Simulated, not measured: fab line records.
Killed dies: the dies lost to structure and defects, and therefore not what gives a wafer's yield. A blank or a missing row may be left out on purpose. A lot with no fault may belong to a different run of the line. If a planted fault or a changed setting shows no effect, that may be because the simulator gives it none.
fab line records ; flow sky130
[record] lots = 11; wafers = 33; last-day = 50
route steps=708 shown LI_CONTACT@375 CONTACT@406 PAD_OPEN@708
lots with no fault: from the same line, run without faults
start-h: hours from the record's opening day to when the first of the lot's shown wafers began ; wait-h: how many hours have passed since the lot's step before this one ; " the same as in the row above ; L1.1+2: a row that stands for several wafers ; - no value, or no start was given ; * or withheld: withheld ; < > ~ a bound
route shown NAME@n: NAME is a module with steps in the file, n the number in the route of the first one ; usual: mean/standard deviation of fault-free wafers ; same: alike in all rows ; chamber/n: place in a boat ; sites: the reading at each site ; _std_site: standard deviation of those values ; _edge_site: outer sites' mean less inner sites' ; radius-mm: for every site, how far away it sits from the centre of the wafer ; mask NAME#n: copy n ; behind: the most recent tool/chamber to have shaped the wafer ; hold: reason for holding the lot/hours on hold/outcome of the hold ; device: which transistor (n, p or np) failed to switch ; end of line: at the end of the route, the tests of the same wafers ; for a step that has no rows: nothing shown but its recipe ; killed: dies that structure and defects cost at the first sort, which is not the same as the wafer's yield ; map: dies across one wafer; x = killed, . = not, _ = none there
set.NAME: the run value of the setting; set.NAME@STEP: its run value at that earlier step ; model.NAME: the simulator's own value behind a step, which no gauge read
steps of the route over a sample of lots; a table a step, a row a wafer
services: a tool's chamber out of use, with start hour (start-h, from the record's first day; less than 0 if before it), hours out, and reason
[[steps]]
[step SKY_LI_CONTACT_OVL_MEAS_13]
[usual] LI_CONTACT_OVL = 0/5.3
lot.wafer;tool;chamber;start-h;wait-h;LI_CONTACT_OVL[nm]
L890.1;overlay-02;-;688.80;0.1;2
L890.2;overlay-02;-;688.80;0.1;0
L890.5;overlay-02;-;688.80;0.1;-1
L891.2;overlay-01;-;691.19;0.1;-15
L891.3;overlay-01;-;691.19;0.1;-10
L891.5;overlay-01;-;691.19;0.1;-10
L893.1;overlay-02;-;705.45;0.1;-2
L893.2;overlay-02;-;705.45;0.1;-1
L893.5;overlay-02;-;705.45;0.1;1
L894.1;overlay-01;-;733.57;0.1;1
L894.2;overlay-01;-;733.57;0.1;-2
L894.6;overlay-01;-;733.57;0.1;-9
L896.1;overlay-01;-;738.51;0.1;-3
L896.4;overlay-01;-;738.51;0.1;1
L896.6;overlay-01;-;738.51;0.1;-5
L900.1;overlay-01;-;790.87;0.1;-3
L900.2;overlay-01;-;790.87;0.1;6
L900.3;overlay-01;-;790.87;0.1;1
L902.1;overlay-01;-;791.22;0.1;-5
L902.3;overlay-01;-;791.22;0.1;6
L902.4;overlay-01;-;791.22;0.1;-2
L905.1;overlay-02;-;803.25;0.1;5
L905.2;overlay-02;-;803.25;0.1;3
L905.5;overlay-02;-;803.25;0.1;10
L908.1;overlay-02;-;826.25;0.1;-3
L908.2;overlay-02;-;826.25;0.1;0
L908.4;overlay-02;-;826.25;0.1;4
L910.3;overlay-01;-;853.78;0.1;3
L910.4;overlay-01;-;853.78;0.1;2
L910.5;overlay-01;-;853.78;0.1;5
L912.2;overlay-01;-;856.76;0.1;1
L912.3;overlay-01;-;856.76;0.1;4
L912.4;overlay-01;-;856.76;0.1;-3
[step SKY_LI_CONTACT_SPUTTER_19]
[recipe] material = Ti; target-thk-nm = 20; chamber-pressure-pa = 5; power-w = 2500; substrate-temp-c = 200; time-s = 108.6
[usual] cathode-dc-power-W = 2499.9/0.48; throttle-valve-pct = 30.2/0.91
lot.wafer;tool;chamber;start-h;wait-h;cathode-dc-power-W;throttle-valve-pct
L890.1;pvd-sputter-01;-;689.26;0.0;2500.3;30.4
L890.2;pvd-sputter-01;-;689.26;0.0;2500.4;31.5
L890.5;pvd-sputter-01;-;689.26;0.0;2499.5;31.4
L891.2;pvd-sputter-02;-;691.64;0.0;2500.1;28.6
L891.3;pvd-sputter-02;-;691.64;0.0;2499.9;30.1
L891.5;pvd-sputter-02;-;691.64;0.0;2499.5;28.6
L893.1;pvd-sputter-02;-;705.91;0.0;2499.7;30.9
L893.2;pvd-sputter-02;-;705.91;0.0;2499.3;30.4
L893.5;pvd-sputter-02;-;705.91;0.0;2499.7;30.9
L894.1;pvd-sputter-04;-;734.04;0.0;2499.6;30.3
L894.2;pvd-sputter-04;-;734.04;0.0;2500.0;28.8
L894.6;pvd-sputter-04;-;734.04;0.0;2500.0;30.7
L896.1;pvd-sputter-04;-;739.00;0.0;2500.3;28.8
L896.4;pvd-sputter-04;-;739.00;0.0;2500.2;29.2
L896.6;pvd-sputter-04;-;739.00;0.0;2499.8;30.2
L900.1;pvd-sputter-01;-;791.33;0.0;2500.2;30.8
L900.2;pvd-sputter-01;-;791.33;0.0;2499.4;31.5
L900.3;pvd-sputter-01;-;791.33;0.0;2500.8;30.4
L902.1;pvd-sputter-01;-;791.68;0.0;2500.0;29.4
L902.3;pvd-sputter-01;-;791.68;0.0;2500.1;31.7
L902.4;pvd-sputter-01;-;791.68;0.0;2499.8;30.6
L905.1;pvd-sputter-02;-;803.71;0.0;2499.6;30.3
L905.2;pvd-sputter-02;-;803.71;0.0;2499.9;30.8
L905.5;pvd-sputter-02;-;803.71;0.0;2500.8;30.7
L908.1;pvd-sputter-02;-;826.71;0.0;2500.0;31.0
L908.2;pvd-sputter-02;-;826.71;0.0;2499.3;31.1
L908.4;pvd-sputter-02;-;826.71;0.0;2499.8;28.5
L910.3;pvd-sputter-01;-;854.23;0.0;2498.7;30.8
L910.4;pvd-sputter-01;-;854.23;0.0;2499.4;29.3
L910.5;pvd-sputter-01;-;854.23;0.0;2499.7;31.4
L912.2;pvd-sputter-04;-;857.23;0.0;2499.6;29.1
L912.3;pvd-sputter-04;-;857.23;0.0;2500.0;29.1
L912.4;pvd-sputter-04;-;857.23;0.0;2499.6;30.8
[step SKY_CONTACT_CVD_00]
[recipe] material = Si3N4; target-thk-nm = 75; temp-c = 400; time-s = withheld; rf-w = 450
[usual] heater-power-w = 712/93
lot.wafer;tool;chamber;start-h;wait-h;heater-power-w
L890.1;pecvd-02;1;718.97;0.0;684
L890.2;pecvd-02;0;718.97;0.0;846
L890.5;pecvd-02;1;718.97;0.0;559
L891.2;pecvd-04;0;720.90;0.0;686
L891.3;pecvd-04;2;720.90;0.0;567
L891.5;pecvd-04;0;720.90;0.0;659
L893.1;pecvd-02;0;735.31;0.0;848
L893.2;pecvd-02;2;735.31;0.0;807
L893.5;pecvd-02;2;735.31;0.0;803
L894.1;pecvd-02;0;762.87;0.0;763
L894.2;pecvd-02;2;762.87;0.0;792
L894.6;pecvd-02;0;762.87;0.0;747
L896.1;pecvd-04;0;767.24;0.0;711
L896.4;pecvd-04;1;767.24;0.0;636
L896.6;pecvd-04;2;767.24;0.0;614
L900.1;pecvd-04;0;819.26;0.0;655
L900.2;pecvd-04;1;819.26;0.0;666
L900.3;pecvd-04;2;819.26;0.0;577
L902.1;pecvd-04;0;819.99;0.0;596
L902.3;pecvd-04;2;819.99;0.0;579
L902.4;pecvd-04;2;819.99;0.0;573
L905.1;pecvd-01;0;831.45;0.0;655
L905.2;pecvd-01;2;831.45;0.0;630
L905.5;pecvd-01;2;831.45;0.0;634
L908.1;pecvd-04;2;854.86;0.0;669
L908.2;pecvd-04;1;854.86;0.0;722
L908.4;pecvd-04;0;854.86;0.0;593
L910.3;pecvd-01;2;881.33;0.0;696
L910.4;pecvd-01;1;881.33;0.0;856
L910.5;pecvd-01;1;881.33;0.0;848
L912.2;pecvd-02;1;883.61;0.0;590
L912.3;pecvd-02;2;883.61;0.0;750
L912.4;pecvd-02;1;883.61;0.0;610
[step SKY_CONTACT_THK_MEAS_01]
[recipe] reads = Si3N4_of_CONTACT_CVD_00
[usual] CONTACT_CVD_00_THK = 75.1/1
lot.wafer;tool;chamber;start-h;wait-h;CONTACT_CVD_00_THK[nm]
L890.1;film-metro-02;-;719.00;-;74.0
L890.2;film-metro-02;-;719.00;-;73.7
L890.5;film-metro-02;-;719.00;-;75.2
L891.2;film-metro-01;-;720.94;-;74.7
L891.3;film-metro-01;-;720.94;-;74.1
L891.5;film-metro-01;-;720.94;-;74.5
L893.1;film-metro-02;-;735.34;-;74.4
L893.2;film-metro-02;-;735.34;-;75.2
L893.5;film-metro-02;-;735.34;-;76.6
L894.1;film-metro-02;-;762.90;-;74.6
L894.2;film-metro-02;-;762.90;-;76.1
L894.6;film-metro-02;-;762.90;-;75.7
L896.1;film-metro-03;-;767.28;-;74.9
L896.4;film-metro-03;-;767.28;-;75.9
L896.6;film-metro-03;-;767.28;-;75.4
L900.1;film-metro-02;-;819.30;-;73.8
L900.2;film-metro-02;-;819.30;-;74.8
L900.3;film-metro-02;-;819.30;-;73.9
L902.1;film-metro-02;-;820.03;-;74.2
L902.3;film-metro-02;-;820.03;-;81.0
L902.4;film-metro-02;-;820.03;-;82.5
L905.1;film-metro-01;-;831.50;-;74.5
L905.2;film-metro-01;-;831.50;-;73.7
L905.5;film-metro-01;-;831.50;-;75.4
L908.1;film-metro-01;-;854.90;-;83.4
L908.2;film-metro-01;-;854.90;-;75.4
L908.4;film-metro-01;-;854.90;-;77.0
L910.3;film-metro-02;-;881.38;-;74.4
L910.4;film-metro-02;-;881.38;-;74.8
L910.5;film-metro-02;-;881.38;-;75.1
L912.2;film-metro-01;-;883.66;-;75.4
L912.3;film-metro-01;-;883.66;-;75.8
L912.4;film-metro-01;-;883.66;-;76.3
[step SKY_CONTACT_BOW_MEAS_05]
[recipe] mode = bow
[usual] CONTACT_BOW = 81/7.4
lot.wafer;tool;chamber;start-h;wait-h;CONTACT_BOW[um]
L890.1;film-metro-01;-;719.49;0.2;84
L890.2;film-metro-01;-;719.49;0.2;90
L890.5;film-metro-01;-;719.49;0.2;88
L891.2;film-metro-01;-;721.44;0.3;75
L891.3;film-metro-01;-;721.44;0.3;82
L891.5;film-metro-01;-;721.44;0.3;94
L893.1;film-metro-02;-;735.86;0.1;75
L893.2;film-metro-02;-;735.86;0.1;69
L893.5;film-metro-02;-;735.86;0.1;88
L894.1;film-metro-03;-;763.41;0.2;85
L894.2;film-metro-03;-;763.41;0.2;70
L894.6;film-metro-03;-;763.41;0.2;94
L896.1;film-metro-03;-;767.77;0.2;85
L896.4;film-metro-03;-;767.77;0.2;71
L896.6;film-metro-03;-;767.77;0.2;80
L900.1;film-metro-03;-;819.80;0.1;79
L900.2;film-metro-03;-;819.80;0.1;85
L900.3;film-metro-03;-;819.80;0.1;85
L902.1;film-metro-03;-;820.57;0.2;84
L902.3;film-metro-03;-;820.57;0.2;80
L902.4;film-metro-03;-;820.57;0.2;67
L905.1;film-metro-01;-;831.99;0.2;81
L905.2;film-metro-01;-;831.99;0.2;73
L905.5;film-metro-01;-;831.99;0.2;72
L908.1;film-metro-02;-;855.38;0.2;79
L908.2;film-metro-02;-;855.38;0.2;88
L908.4;film-metro-02;-;855.38;0.2;95
L910.3;film-metro-03;-;881.93;0.2;80
L910.4;film-metro-03;-;881.93;0.2;75
L910.5;film-metro-03;-;881.93;0.2;90
L912.2;film-metro-03;-;884.15;0.3;84
L912.3;film-metro-03;-;884.15;0.3;75
L912.4;film-metro-03;-;884.15;0.3;68
[step SKY_CONTACT_ETCH_18]
[recipe] target = Si3N4; chemistry = CHF3/O2; stop-on = TiN; source-w = 600; bias-w = 200; pressure-mtorr = 40; chf3-flow-sccm = 50; O2_flow_sccm = 5; time-s = 39; target-depth-a = 750
[usual] O2_flow_sccm = 5.000/0.015; drypump-motor-current-A = 5.6/0.42; oes-product-au = 0.855/0.0084; throttle-valve-pct = 8.793/0.0087
lot.wafer;tool;chamber;start-h;wait-h;O2_flow_sccm;drypump-motor-current-A;oes-product-au;rf-hours-counter-h;throttle-valve-pct
L890.1;rie-diel-02;3;-;-;4.995;5.9;0.845;4;8.797
L890.2;rie-diel-02;2;-;-;4.996;5.5;0.852;7;8.788
L890.5;rie-diel-02;0;-;-;5.000;5.1;0.863;-;8.790
L891.2;rie-diel-02;2;-;-;5.000;5.6;0.860;7;8.789
L891.3;rie-diel-02;0;-;-;4.987;5.1;0.841;17;8.783
L891.5;rie-diel-02;3;-;-;4.998;5.9;0.854;-;8.798
L893.1;rie-diel-01;1;-;-;5.018;5.3;0.860;18;8.807
L893.2;rie-diel-01;3;-;-;5.008;5.5;0.855;18;8.804
L893.5;rie-diel-01;0;-;-;5.000;4.8;0.861;-;8.778
L894.1;rie-diel-03;2;-;-;5.004;5.1;0.858;6;8.788
L894.2;rie-diel-03;1;-;-;5.003;5.5;0.860;9;8.803
L894.6;rie-diel-03;3;-;-;4.991;6.0;0.855;-;8.805
L896.1;rie-diel-01;1;-;-;5.040;5.4;0.850;19;8.789
L896.4;rie-diel-01;0;-;-;4.987;4.8;0.852;21;8.805
L896.6;rie-diel-01;1;-;-;5.019;5.4;0.858;-;8.793
L900.1;rie-diel-01;2;-;-;5.009;6.1;0.854;22;8.786
L900.2;rie-diel-01;1;-;-;5.009;5.3;0.857;20;8.793
L900.3;rie-diel-01;3;-;-;5.009;5.6;0.857;21;8.808
L902.1;rie-diel-01;2;-;-;5.010;6.1;0.841;22;8.789
L902.3;rie-diel-01;1;-;-;4.997;5.4;0.885;20;8.807
L902.4;rie-diel-01;3;-;-;5.011;5.5;0.894;21;8.799
L905.1;rie-diel-03;3;-;-;4.985;5.9;0.844;15;8.780
L905.2;rie-diel-03;1;-;-;5.003;5.5;0.852;11;8.779
L905.5;rie-diel-03;3;-;-;5.008;5.9;0.858;-;8.794
L908.1;rie-diel-02;3;-;-;5.003;5.9;0.907;8;8.804
L908.2;rie-diel-02;1;-;-;4.993;6.4;0.863;2;8.789
L908.4;rie-diel-02;2;-;-;5.005;5.5;0.866;11;8.802
L910.3;rie-diel-02;1;-;-;5.010;6.3;0.855;3;8.771
L910.4;rie-diel-02;0;-;-;5.014;5.2;0.851;21;8.797
L910.5;rie-diel-02;3;-;-;4.995;5.9;0.854;-;8.798
L912.2;rie-diel-03;1;-;-;5.023;5.5;0.854;13;8.792
L912.3;rie-diel-03;2;-;-;5.013;5.1;0.851;10;8.784
L912.4;rie-diel-03;1;-;-;5.000;5.5;0.865;-;8.784
[step SKY_PAD_OPEN_PROBE_99]
[usual] killed_at_M0_to_M3 = 43/7; killed_at_M4_up = 3.3/1.8; killed-at-contacts = 24/6.2; killed-at-front-end = 16/4.7; killed-at-other = 0.4/0.58; killed-dies = 87/10; killed-open = 47/6.4; killed-short = 39/7
[same] gross-dies = 492; killed-at-back-side = 0
lot.wafer;tool;chamber;start-h;wait-h;killed_at_M0_to_M3;killed_at_M4_up;killed-at-contacts;killed-at-front-end;killed-at-other;killed-dies;killed-open;killed-short
L902.3;prober-02;-;1160.62;0.2;47;13;15;17;0;92;37;42
// killed by level:class
L902.3 VIA4:area-etch=12 METAL2:geometric-particle:short=11 VIA1:geometric-particle:open=9 CONTACT:geometric-particle:open=6 LI_CONTACT:geometric-particle:open=5 METAL1:geometric-particle:short=5 VIA2:geometric-particle:open=5 POLY_GATE:geometric-particle:short=4
[[services]]
tool;chamber;start-h;hours;kind
pecvd-02;2;674.28;14.0;repair
pvd-sputter-01;-;685.65;2.3;repair
pecvd-04;-;687.28;6.4;repair
pvd-sputter-04;-;688.44;4.2;repair
pecvd-02;-;693.60;1.2;repair
rie-diel-02;1;712.67;2.9;repair
pecvd-04;1;723.66;8.6;repair
pvd-sputter-02;-;726.05;57.2;repair
pecvd-02;-;729.77;1.2;repair
pecvd-04;-;732.73;4.3;pm
pvd-sputter-01;-;736.18;5.5;repair
rie-diel-02;1;736.36;16.2;repair
rie-diel-02;3;738.56;7.5;repair
rie-diel-03;1;742.12;7.5;repair
pvd-sputter-04;-;765.51;4.3;repair
rie-diel-03;3;769.88;3.0;repair
rie-diel-03;1;803.07;5.4;repair
pecvd-02;-;828.76;0.8;repair
pecvd-02;-;846.85;2.2;repair
rie-diel-02;0;855.87;4.3;repair
rie-diel-01;-;857.77;0.6;repair
rie-diel-02;1;857.86;3.7;repair
rie-diel-01;-;865.98;2.8;pm
pecvd-02;2;895.68;5.6;repair
[[key]]
[first-sign] step = SKY_CONTACT_THK_MEAS_01; reading = CONTACT_CVD_00_THK; direction = up; sigmas = 6.9; usual = 75.1; struck = 82.3
[effect] step = SKY_CONTACT_ETCH_18; reading = oes-product-au; direction = up; sigmas = 4.8; usual = 0.855; struck = 0.895
met-at SKY_CONTACT_CVD_00
struck-lots L902,L908
struck-wafers L902.3,L902.4,L908.1
tester-left-out L902,L908
[baseline-loss] step = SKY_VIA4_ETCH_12; wafers = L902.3
not-acting-at SKY_LI_CONTACT_OVL_MEAS_13,SKY_LI_CONTACT_SPUTTER_19,SKY_CONTACT_BOW_MEAS_05
onset-between 819.26 819.99
[fault] kind = process-parameter-drift; tool = pecvd-04; chamber = 2; onset-h = 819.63; steps = SKY_CONTACT_CVD_00; channel = time-s; offset = withheld; shape = step; end-h = 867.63; acts-in = *
// tester-left-out: of these lots the tester's yield and bins aren't shown, on N5 and GAA mostly nor the transistor test; their killed dies are dies lost to structure and defects alone, not to doping, threshold or leakage, so they don't give the yield
// baseline-loss: these wafers lose ten dies or more at that step, a loss of the line's own and not of a fault; the sort's usual values leave them out
